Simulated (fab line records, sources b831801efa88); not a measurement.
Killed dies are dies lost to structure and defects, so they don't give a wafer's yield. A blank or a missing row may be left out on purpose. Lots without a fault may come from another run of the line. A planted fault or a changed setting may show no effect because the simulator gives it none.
One fault seen from 2 desks | flow sky130 | each desk has only its own numbers; what lay behind them comes last

THE METROLOGY DESK
What the gauges read, lot by lot, whatever tool the lot ran on: means of the sampled wafers that have a number. A lot is out of limits, marked OUT, if its mean lies more than 4 standard deviations from the usual mean; the brackets give that distance.
Columns: A = CAP2M_CVD_00_THK at SKY_CAP2M_THK_MEAS_01, usual 15.66 nm; B = CAP2M_TIN_RS at SKY_CAP2M_RS_MEAS_03, usual 6.95 ohm/sq; C = CAP2M_TIN_THK at SKY_CAP2M_THK_MEAS_04, usual 200 nm
lot  | first seen here | A     | B    | C
L234 | day 40 23:07    | 15.27 | 6.94 | 202
L241 | day 42 23:12    | 15.54 | 7.06 | 199
L251 | day 45 07:59    | 15.66 | 7.01 | 195
L253 | day 45 21:42    | 15.41 | 6.93 | 197
L254 | day 45 22:35    | 15.75 | 6.83 | 200
This desk's finding: nothing out of limits on any of the 5 lots.

THE TOOL OWNER'S DESK: litho_track-03
The tool's own readings at SKY_CAP2M_SOFTBAKE_08 (time 60 s): means of the sampled wafers that have a number, for each lot that ran on this tool. A lot is out of limits, marked OUT, if its mean lies more than 4 standard deviations from the usual mean; the brackets give that distance.
Columns: A = run_length_s at SKY_CAP2M_SOFTBAKE_08, usual 88.87 s
lot  | first seen here | A
L234 | day 41 11:01    | 88.85
L241 | day 43 10:55    | 100.23 (+81) OUT
This desk's finding: out of limits on L241; first on L241, day 43 10:55 (run_length_s at SKY_CAP2M_SOFTBAKE_08). In limits: L234.

PUT TOGETHER
The tool owner's desk could have raised an alarm at day 43 10:55, on L241.
The metrology desk saw nothing out of limits.
The metrology desk has L241 on record, within its limits.
Of the lots named, all ran SKY_CAP2M_SOFTBAKE_08 on litho_track-03.

WHAT THE SIMULATOR HAD PUT IN
Process parameter drift: litho_track-03, from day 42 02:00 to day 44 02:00, at SKY_CAP2M_SOFTBAKE_08. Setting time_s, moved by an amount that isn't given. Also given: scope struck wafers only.
Lots struck among those shown: L241.
Hours from the fault's start to each desk's first reading out of limits: the tool owner's desk, 33.
